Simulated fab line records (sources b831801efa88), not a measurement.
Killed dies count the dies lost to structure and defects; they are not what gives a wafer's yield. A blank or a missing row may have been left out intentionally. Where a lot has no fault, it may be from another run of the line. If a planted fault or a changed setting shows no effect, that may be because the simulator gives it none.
fab line records	flow sky130
record lots=24	wafers=72	last-day=50
route steps=708 shown VIA2@528 CAPM@538 VIA4@650 METAL5@662
lots that met no fault: taken from a fault-free run of the same line
start-h: start of the lot's first displayed wafer, in hours after the record's first day	wait-h: time in hours since the lot's previous step	" same as the row above	L1.1+2: a row that stands for several wafers	- value missing, or start not given	* or withheld: withheld	< > ~ a bound
route shown NAME@n: names a module that has steps shown in the file, with the first one's number in the route	usual: mean and standard deviation over wafers with no fault	same: alike in all rows	chamber/n: place in a boat	sites: each site's reading	_std_site: their standard deviation	_edge_site: outer sites' mean less inner sites'	radius-mm: how far each site lies from the wafer's centre	mask NAME#n: copy n	behind: the last tool/chamber to shape the wafer	hold: why the lot went on hold/how many hours it stayed there/how the hold came to an end	device: names the non-switching transistor (n, p or np)	end of line: tests run on the same wafers once the route is complete	a step without rows: its recipe alone	killed: count of dies lost to structure and defects at first sort (not the wafer's yield)	map: per-die view of a wafer (x killed, . not killed, _ where there is no die)
set.NAME: setting as actually run; set.NAME@STEP: the setting as run at that earlier step	model.NAME: the simulator's own value behind a step, which no gauge read
a sample of lots followed through the steps of the route, with each step as a table and each wafer as a row
services: when a tool's chamber went out of use (start-h, in hours from the record's first day, below 0 if earlier), for how many hours, and the reason
## steps
# step SKY_VIA2_CVD_21
# recipe material=W	target-thk-nm=420	time-s=126.4	temp-c=400	pressure-torr=40
# usual heater-power-w=927/77
lot.wafer	tool	chamber	start-h	wait-h	heater-power-w
L074.2	cvd-w-01	1	840.05	0.0	1005
L074.3	"	1	"	"	1022
L074.6	"	0	"	"	853
L075.1	cvd-w-01	1	854.82	0.0	1027
L075.5	"	1	"	"	1026
L075.6	"	0	"	"	850
L076.1	cvd-w-01	1	859.31	0.0	1026
L076.4	"	1	"	"	1010
L076.5	"	0	"	"	863
L077.4	cvd-w-01	0	874.22	0.0	861
L077.5	"	1	"	"	1016
L077.6	"	0	"	"	869
L078.1	cvd-w-02	0	881.18	0.0	951
L078.2	"	1	"	"	880
L078.3	"	0	"	"	924
L079.4	cvd-w-02	1	885.20	0.1	872
L079.5	"	0	"	"	939
L079.6	"	1	"	"	852
L080.1	cvd-w-02	0	886.86	0.0	929
L080.3	"	1	"	"	872
L080.6	"	1	"	"	845
L081.3	cvd-w-02	0	896.91	0.1	928
L081.4	"	1	"	"	856
L081.5	"	1	"	"	867
L082.1	cvd-w-01	1	914.23	0.0	1040
L082.3	"	1	"	"	1029
L082.6	"	0	"	"	850
L083.1	cvd-w-01	0	914.75	0.0	865
L083.2	"	1	"	"	1038
L083.3	"	0	"	"	863
L084.4	cvd-w-01	0	927.04	0.1	876
L084.5	"	0	"	"	861
L084.6	"	1	"	"	1030
L085.3	cvd-w-01	1	931.06	0.1	1035
L085.4	"	0	"	"	875
L085.6	"	1	"	"	1028
L086.3	cvd-w-02	0	939.25	0.1	905
L086.5	"	0	"	"	941
L086.6	"	1	"	"	851
L087.3	cvd-w-02	1	945.02	0.1	857
L087.5	"	1	"	"	840
L087.6	"	0	"	"	878
L088.1	cvd-w-01	1	949.74	0.0	1025
L088.2	"	0	"	"	859
L088.3	"	1	"	"	1044
L089.1	cvd-w-01	0	955.28	0.0	874
L089.5	"	1	"	"	1057
L089.6	"	0	"	"	872
L090.2	cvd-w-01	1	970.55	0.0	1055
L090.3	"	0	"	"	881
L090.4	"	1	"	"	1063
L092.1	cvd-w-01	0	976.98	0.0	882
L092.3	"	1	"	"	1047
L092.6	"	0	"	"	873
L091.1	cvd-w-02	1	979.56	0.0	864
L091.4	"	0	"	"	904
L091.6	"	0	"	"	916
L093.1	cvd-w-02	0	982.55	0.0	898
L093.2	"	1	"	"	865
L093.3	"	0	"	"	898
L094.4	cvd-w-01	0	994.42	0.1	852
L094.5	"	0	"	"	864
L094.6	"	1	"	"	1050
L095.3	cvd-w-01	0	996.20	0.1	860
L095.5	"	0	"	"	874
L095.6	"	1	"	"	1049
L097.2	cvd-w-01	1	1005.54	0.0	1041
L097.4	"	1	"	"	1014
L097.6	"	1	"	"	1059
L096.2	cvd-w-02	0	1011.44	0.0	919
L096.4	"	1	"	"	851
L096.5	"	1	"	"	867
# step SKY_VIA2_RS_MEAS_22
# recipe thk-meas-gauge=four-point-probe	reads=W_of_VIA2_CVD_21+TiN_of_VIA2_SPUTTER_20
# usual VIA2_W_RS=0.2745/0.0024
lot.wafer	tool	chamber	start-h	wait-h	VIA2_W_RS[ohm/sq]
L074.2	film-metro-01	-	840.21	0.1	0.2703
L074.3	"	-	"	"	0.2744
L074.6	"	-	"	"	0.2709
L075.1	film-metro-03	-	854.95	0.1	0.2790
L075.5	"	-	"	"	0.2741
L075.6	"	-	"	"	0.2777
L076.1	film-metro-04	-	859.44	0.1	0.2746
L076.4	"	-	"	"	0.2740
L076.5	"	-	"	"	0.2717
L077.4	film-metro-04	-	874.37	0.1	0.2782
L077.5	"	-	"	"	0.2788
L077.6	"	-	"	"	0.2791
L078.1	film-metro-04	-	881.31	0.1	0.2734
L078.2	"	-	"	"	0.2740
L078.3	"	-	"	"	0.2755
L079.4	film-metro-04	-	885.35	0.1	0.2730
L079.5	"	-	"	"	0.2722
L079.6	"	-	"	"	0.2740
L080.1	film-metro-03	-	887.00	0.1	0.2756
L080.3	"	-	"	"	0.2750
L080.6	"	-	"	"	0.2726
L081.3	film-metro-03	-	897.04	0.1	0.2759
L081.4	"	-	"	"	0.2734
L081.5	"	-	"	"	0.2775
L082.1	film-metro-01	-	914.36	0.1	0.2726
L082.3	"	-	"	"	0.2725
L082.6	"	-	"	"	0.2751
L083.1	film-metro-01	-	914.88	0.1	0.2798
L083.2	"	-	"	"	0.2739
L083.3	"	-	"	"	0.2766
L084.4	film-metro-04	-	927.19	0.1	0.2757
L084.5	"	-	"	"	0.2715
L084.6	"	-	"	"	0.2754
L085.3	film-metro-04	-	931.19	0.1	0.2744
L085.4	"	-	"	"	0.2716
L085.6	"	-	"	"	0.2793
L086.3	film-metro-01	-	939.38	0.1	0.2717
L086.5	"	-	"	"	0.2699
L086.6	"	-	"	"	0.2741
L087.3	film-metro-01	-	945.14	0.1	0.2754
L087.5	"	-	"	"	0.2757
L087.6	"	-	"	"	0.2721
L088.1	film-metro-04	-	949.87	0.1	0.2751
L088.2	"	-	"	"	0.2743
L088.3	"	-	"	"	0.2757
L089.1	film-metro-01	-	955.41	0.1	0.2734
L089.5	"	-	"	"	0.2762
L089.6	"	-	"	"	0.2737
L090.2	film-metro-01	-	970.70	0.1	0.2730
L090.3	"	-	"	"	0.2714
L090.4	"	-	"	"	0.2720
L092.1	film-metro-03	-	977.11	0.1	0.2769
L092.3	"	-	"	"	0.2741
L092.6	"	-	"	"	0.2727
L091.1	film-metro-04	-	979.69	0.1	0.2757
L091.4	"	-	"	"	0.2766
L091.6	"	-	"	"	0.2752
L093.1	film-metro-03	-	982.68	0.1	0.2712
L093.2	"	-	"	"	0.2757
L093.3	"	-	"	"	0.2676
L094.4	film-metro-04	-	994.57	0.1	0.2751
L094.5	"	-	"	"	0.2773
L094.6	"	-	"	"	0.2776
L095.3	film-metro-04	-	996.33	0.1	0.2762
L095.5	"	-	"	"	0.2780
L095.6	"	-	"	"	0.2753
L097.2	film-metro-04	-	1005.69	0.1	0.2761
L097.4	"	-	"	"	0.2760
L097.6	"	-	"	"	0.2735
L096.2	film-metro-01	-	1011.59	0.1	0.2704
L096.4	"	-	"	"	0.2710
L096.5	"	-	"	"	0.2764
# step SKY_VIA2_THK_MEAS_23
# recipe thk-meas-gauge=xrf	reads=W_of_VIA2_CVD_21
# usual VIA2_W_THK=432/4.6
lot.wafer	tool	chamber	start-h	wait-h	VIA2_W_THK[nm]
L074.2	film-metro-01	-	840.32	0.1	437
L074.3	"	-	"	"	431
L074.6	"	-	"	"	438
L075.1	film-metro-03	-	855.07	0.1	424
L075.5	"	-	"	"	431
L075.6	"	-	"	"	424
L076.1	film-metro-04	-	859.56	0.1	435
L076.4	"	-	"	"	438
L076.5	"	-	"	"	445
L077.4	film-metro-04	-	874.46	0.1	430
L077.5	"	-	"	"	428
L077.6	"	-	"	"	423
L078.1	film-metro-04	-	881.43	0.1	434
L078.2	"	-	"	"	433
L078.3	"	-	"	"	433
L079.4	film-metro-04	-	885.44	0.1	434
L079.5	"	-	"	"	438
L079.6	"	-	"	"	432
L080.1	film-metro-03	-	887.12	0.1	429
L080.3	"	-	"	"	429
L080.6	"	-	"	"	431
L081.3	film-metro-03	-	897.14	0.1	433
L081.4	"	-	"	"	438
L081.5	"	-	"	"	431
L082.1	film-metro-01	-	914.48	0.1	438
L082.3	"	-	"	"	437
L082.6	"	-	"	"	432
L083.1	film-metro-01	-	915.00	0.1	421
L083.2	"	-	"	"	435
L083.3	"	-	"	"	428
L084.4	film-metro-04	-	927.28	0.1	431
L084.5	"	-	"	"	433
L084.6	"	-	"	"	431
L085.3	film-metro-04	-	931.29	0.1	431
L085.4	"	-	"	"	435
L085.6	"	-	"	"	425
L086.3	film-metro-01	-	939.48	0.1	434
L086.5	"	-	"	"	437
L086.6	"	-	"	"	431
L087.3	film-metro-01	-	945.24	0.1	431
L087.5	"	-	"	"	428
L087.6	"	-	"	"	434
L088.1	film-metro-04	-	949.99	0.1	432
L088.2	"	-	"	"	433
L088.3	"	-	"	"	429
L089.1	film-metro-01	-	955.53	0.1	431
L089.5	"	-	"	"	425
L089.6	"	-	"	"	433
L090.2	film-metro-01	-	970.81	0.1	429
L090.3	"	-	"	"	430
L090.4	"	-	"	"	431
L092.1	film-metro-03	-	977.23	0.1	422
L092.3	"	-	"	"	425
L092.6	"	-	"	"	427
L091.1	film-metro-04	-	979.81	0.1	434
L091.4	"	-	"	"	432
L091.6	"	-	"	"	434
L093.1	film-metro-03	-	982.80	0.1	433
L093.2	"	-	"	"	422
L093.3	"	-	"	"	434
L094.4	film-metro-04	-	994.66	0.1	434
L094.5	"	-	"	"	429
L094.6	"	-	"	"	434
L095.3	film-metro-04	-	996.43	0.1	433
L095.5	"	-	"	"	434
L095.6	"	-	"	"	434
L097.2	film-metro-04	-	1005.80	0.1	434
L097.4	"	-	"	"	433
L097.6	"	-	"	"	441
L096.2	film-metro-01	-	1011.70	0.1	433
L096.4	"	-	"	"	430
L096.5	"	-	"	"	422
# step SKY_CAPM_THK_MEAS_01
# recipe reads=SiO2_of_CAPM_CVD_00
# usual CAPM_CVD_00_THK=15.53/0.2
lot.wafer	tool	chamber	start-h	wait-h	CAPM_CVD_00_THK[nm]
L074.2	film-metro-02	-	840.88	-	15.55
L074.3	"	-	"	"	15.52
L074.6	"	-	"	"	15.56
L075.1	film-metro-02	-	855.60	-	15.43
L075.5	"	-	"	"	15.51
L075.6	"	-	"	"	15.66
L076.1	film-metro-04	-	860.10	-	15.41
L076.4	"	-	"	"	15.65
L076.5	"	-	"	"	15.69
L077.4	film-metro-04	-	875.00	-	15.63
L077.5	"	-	"	"	15.73
L077.6	"	-	"	"	15.65
L078.1	film-metro-02	-	881.99	-	15.33
L078.2	"	-	"	"	15.63
L078.3	"	-	"	"	15.32
L079.4	film-metro-03	-	885.98	-	15.83
L079.5	"	-	"	"	15.63
L079.6	"	-	"	"	15.80
L080.1	film-metro-02	-	887.65	-	15.59
L080.3	"	-	"	"	15.53
L080.6	"	-	"	"	15.62
L081.3	film-metro-04	-	897.69	-	15.38
L081.4	"	-	"	"	15.22
L081.5	"	-	"	"	15.55
L082.1	film-metro-04	-	915.02	-	15.55
L082.3	"	-	"	"	15.14
L082.6	"	-	"	"	15.51
L083.1	film-metro-02	-	915.69	-	15.52
L083.2	"	-	"	"	15.45
L083.3	"	-	"	"	15.43
L084.4	film-metro-04	-	927.81	-	15.49
L084.5	"	-	"	"	15.32
L084.6	"	-	"	"	15.35
L085.3	film-metro-04	-	931.82	-	15.63
L085.4	"	-	"	"	15.66
L085.6	"	-	"	"	15.87
L086.3	film-metro-02	-	940.02	-	15.45
L086.5	"	-	"	"	15.38
L086.6	"	-	"	"	15.74
L087.3	film-metro-02	-	945.78	-	15.54
L087.5	"	-	"	"	15.81
L087.6	"	-	"	"	15.75
L088.1	film-metro-04	-	950.53	-	15.40
L088.2	"	-	"	"	15.53
L088.3	"	-	"	"	15.71
L089.1	film-metro-03	-	956.07	-	15.40
L089.5	"	-	"	"	15.88
L089.6	"	-	"	"	15.98
L090.2	film-metro-03	-	971.35	-	15.17
L090.3	"	-	"	"	15.01
L090.4	"	-	"	"	15.56
L092.1	film-metro-04	-	977.77	-	15.55
L092.3	"	-	"	"	15.54
L092.6	"	-	"	"	15.74
L091.1	film-metro-04	-	980.35	-	15.27
L091.4	"	-	"	"	15.65
L091.6	"	-	"	"	15.75
L093.1	film-metro-02	-	983.34	-	15.42
L093.2	"	-	"	"	15.60
L093.3	"	-	"	"	15.25
L094.4	film-metro-04	-	995.19	-	15.70
L094.5	"	-	"	"	15.48
L094.6	"	-	"	"	15.77
L095.3	film-metro-04	-	996.97	-	15.66
L095.5	"	-	"	"	15.77
L095.6	"	-	"	"	15.74
L097.2	film-metro-04	-	1006.55	-	15.44
L097.4	"	-	"	"	15.93
L097.6	"	-	"	"	15.88
L096.2	film-metro-02	-	1012.25	-	15.11
L096.4	"	-	"	"	15.32
L096.5	"	-	"	"	15.58
# step SKY_VIA4_OVL_MEAS_11
# usual VIA4_OVL=1.2/1.4
lot.wafer	tool	chamber	start-h	wait-h	VIA4_OVL[nm]
L074.2	overlay-01	-	997.54	0.1	1.8
L074.3	"	-	"	"	2.8
L074.6	"	-	"	"	0.3
L075.1	overlay-01	-	1010.09	0.1	4.2
L075.5	"	-	"	"	3.3
L075.6	"	-	"	"	1.6
L076.1	overlay-02	-	1012.44	0.1	1.8
L076.4	"	-	"	"	2.1
L076.5	"	-	"	"	2.4
L077.4	overlay-01	-	1028.26	0.1	-0.8
L077.5	"	-	"	"	-0.2
L077.6	"	-	"	"	-0.7
L078.1	overlay-02	-	1031.75	0.1	3.0
L078.2	"	-	"	"	3.9
L078.3	"	-	"	"	4.3
L079.4	overlay-01	-	1034.65	0.1	0.5
L079.5	"	-	"	"	1.2
L079.6	"	-	"	"	2.0
L080.1	overlay-01	-	1036.38	0.1	2.5
L080.3	"	-	"	"	1.9
L080.6	"	-	"	"	1.2
L081.3	overlay-02	-	1045.46	0.1	-0.1
L081.4	"	-	"	"	0.9
L081.5	"	-	"	"	-0.9
L082.1	overlay-02	-	1061.83	0.1	-0.8
L082.3	"	-	"	"	-0.1
L082.6	"	-	"	"	-0.8
L083.1	overlay-01	-	1062.43	0.1	-0.2
L083.2	"	-	"	"	1.0
L083.3	"	-	"	"	0.3
L084.4	overlay-02	-	1071.86	0.1	0.8
L084.5	"	-	"	"	-0.8
L084.6	"	-	"	"	-0.5
L085.3	overlay-02	-	1076.30	0.1	1.7
L085.4	"	-	"	"	0.5
L085.6	"	-	"	"	1.0
L086.3	overlay-02	-	1083.46	0.1	-1.0
L086.5	"	-	"	"	0.7
L086.6	"	-	"	"	0.1
L087.3	overlay-01	-	1089.45	0.1	1.1
L087.5	"	-	"	"	1.7
L087.6	"	-	"	"	1.1
L088.1	overlay-01	-	1091.04	0.1	4.5
L088.2	"	-	"	"	3.8
L088.3	"	-	"	"	3.4
L089.1	overlay-02	-	1097.20	0.1	-1.0
L089.5	"	-	"	"	0.0
L089.6	"	-	"	"	-1.2
L090.2	overlay-02	-	1108.75	0.1	2.6
L090.3	"	-	"	"	0.0
L090.4	"	-	"	"	2.2
L092.1	overlay-01	-	1114.30	0.1	1.1
L092.3	"	-	"	"	1.6
L092.6	"	-	"	"	2.4
L091.1	overlay-01	-	1117.70	0.1	0.2
L091.4	"	-	"	"	0.9
L091.6	"	-	"	"	0.3
L093.1	overlay-01	-	1119.94	0.1	0.6
L093.2	"	-	"	"	1.4
L093.3	"	-	"	"	0.5
L094.4	overlay-02	-	1131.12	0.1	3.9
L094.5	"	-	"	"	4.1
L094.6	"	-	"	"	1.6
L095.3	overlay-02	-	1131.24	0.1	1.9
L095.5	"	-	"	"	1.3
L095.6	"	-	"	"	1.4
L097.2	overlay-02	-	1138.94	0.1	0.1
L097.4	"	-	"	"	0.6
L097.6	"	-	"	"	0.0
L096.2	overlay-02	-	1143.14	0.1	1.3
L096.4	"	-	"	"	0.3
L096.5	"	-	"	"	-0.1
# step SKY_METAL5_SPUTTER_01
# recipe material=TiN	target-thk-nm=20	power-w=6500	time-s=16.7	chamber-pressure-pa=0.4
# usual cathode-dc-power-W=6500.0/1.2	throttle-valve-pct=30.3/0.91
lot.wafer	tool	chamber	start-h	wait-h	cathode-dc-power-W	throttle-valve-pct
L074.2	pvd-sputter-03	-	999.00	0.0	6500.4	30.0
L074.3	"	-	"	"	6499.1	29.8
L074.6	"	-	"	"	6499.0	31.0
L075.1	pvd-sputter-03	-	1011.59	0.0	6501.1	30.3
L075.5	"	-	"	"	6500.3	29.7
L075.6	"	-	"	"	6497.9	30.2
L076.1	pvd-sputter-03	-	1014.09	0.0	6499.5	31.1
L076.4	"	-	"	"	6500.8	30.0
L076.5	"	-	"	"	6499.0	30.1
L077.4	pvd-sputter-01	-	1030.16	0.0	6498.4	31.2
L077.5	"	-	"	"	6499.9	31.9
L077.6	"	-	"	"	6500.6	27.7
L078.1	pvd-sputter-03	-	1033.16	0.0	6499.1	29.9
L078.2	"	-	"	"	6500.3	30.5
L078.3	"	-	"	"	6499.7	31.0
L079.4	pvd-sputter-04	-	1036.39	0.0	6501.3	29.8
L079.5	"	-	"	"	6501.2	30.3
L079.6	"	-	"	"	6499.9	29.6
L080.1	pvd-sputter-01	-	1038.23	0.0	6499.9	31.9
L080.3	"	-	"	"	6498.0	27.9
L080.6	"	-	"	"	6501.1	31.3
L081.3	pvd-sputter-03	-	1046.86	0.0	6499.1	30.7
L081.4	"	-	"	"	6497.7	30.5
L081.5	"	-	"	"	6499.1	29.6
L082.1	pvd-sputter-03	-	1063.94	0.0	6499.4	30.0
L082.3	"	-	"	"	6500.4	30.9
L082.6	"	-	"	"	6500.4	29.7
L083.1	pvd-sputter-04	-	1063.94	0.0	6499.1	29.7
L083.2	"	-	"	"	6499.0	30.1
L083.3	"	-	"	"	6502.5	30.3
L084.4	pvd-sputter-04	-	1073.31	0.0	6500.0	29.6
L084.5	"	-	"	"	6498.8	29.5
L084.6	"	-	"	"	6500.4	30.2
L085.3	pvd-sputter-03	-	1077.71	0.0	6500.2	30.6
L085.4	"	-	"	"	6499.3	30.3
L085.6	"	-	"	"	6500.3	30.9
L086.3	pvd-sputter-01	-	1084.94	0.0	6498.7	30.0
L086.5	"	-	"	"	6498.3	31.2
L086.6	"	-	"	"	6499.3	31.8
L087.3	pvd-sputter-01	-	1091.13	0.0	6501.7	31.2
L087.5	"	-	"	"	6500.6	31.8
L087.6	"	-	"	"	6500.0	30.1
L088.1	pvd-sputter-03	-	1092.71	0.0	6501.1	30.1
L088.2	"	-	"	"	6501.3	30.1
L088.3	"	-	"	"	6501.0	30.6
L089.1	pvd-sputter-03	-	1098.65	0.0	6502.2	30.8
L089.5	"	-	"	"	6499.1	29.9
L089.6	"	-	"	"	6499.0	30.7
L090.2	pvd-sputter-03	-	1110.22	0.0	6499.6	30.0
L090.3	"	-	"	"	6498.3	30.5
L090.4	"	-	"	"	6499.8	31.3
L092.1	pvd-sputter-04	-	1115.96	0.0	6500.1	30.2
L092.3	"	-	"	"	6499.7	29.5
L092.6	"	-	"	"	6497.7	30.5
L091.1	pvd-sputter-04	-	1119.21	0.0	6499.8	29.5
L091.4	"	-	"	"	6500.9	30.4
L091.6	"	-	"	"	6500.0	29.7
L093.1	pvd-sputter-04	-	1121.51	0.0	6501.8	29.7
L093.2	"	-	"	"	6501.0	30.2
L093.3	"	-	"	"	6498.7	30.6
L094.4	pvd-sputter-01	-	1132.51	0.0	6499.1	27.5
L094.5	"	-	"	"	6500.2	31.9
L094.6	"	-	"	"	6501.8	29.9
L095.3	pvd-sputter-03	-	1132.86	0.0	6498.0	30.8
L095.5	"	-	"	"	6501.5	30.4
L095.6	"	-	"	"	6498.0	29.8
L097.2	pvd-sputter-04	-	1140.35	0.0	6499.1	30.9
L097.4	"	-	"	"	6501.9	29.7
L097.6	"	-	"	"	6499.3	30.3
L096.2	pvd-sputter-01	-	1144.55	0.0	6498.2	27.6
L096.4	"	-	"	"	6501.2	30.2
L096.5	"	-	"	"	6498.3	31.8
## services
tool	chamber	start-h	hours	kind
pvd-sputter-04	-	822.61	7.9	repair
cvd-w-01	-	833.81	2.3	repair
pvd-sputter-01	-	865.20	1.9	repair
cvd-w-01	0	874.94	3.7	repair
pvd-sputter-04	-	883.94	1.9	repair
pvd-sputter-01	-	887.18	3.8	repair
cvd-w-01	0	889.31	4.1	repair
cvd-w-02	-	904.00	14.0	pm
cvd-w-02	0	904.00	14.0	vent-cycle
cvd-w-02	1	904.00	14.0	vent-cycle
pvd-sputter-03	-	911.61	21.2	repair
pvd-sputter-01	-	914.43	2.3	repair
cvd-w-02	0	918.00	-	clean
cvd-w-02	-	969.06	9.7	repair
pvd-sputter-01	-	993.96	13.2	repair
pvd-sputter-03	1	1047.01	-	consumable-replace:kit
pvd-sputter-03	1	1047.01	18.0	scheduled-down
pvd-sputter-03	1	1047.01	18.0	vent-cycle
cvd-w-02	1	1056.49	4.8	repair
cvd-w-01	-	1081.33	0.4	repair
cvd-w-01	-	1100.26	0.7	repair
cvd-w-02	0	1114.67	6.8	repair
pvd-sputter-01	-	1139.45	2.7	repair
pvd-sputter-03	-	1143.09	0.6	repair
## key
fault none
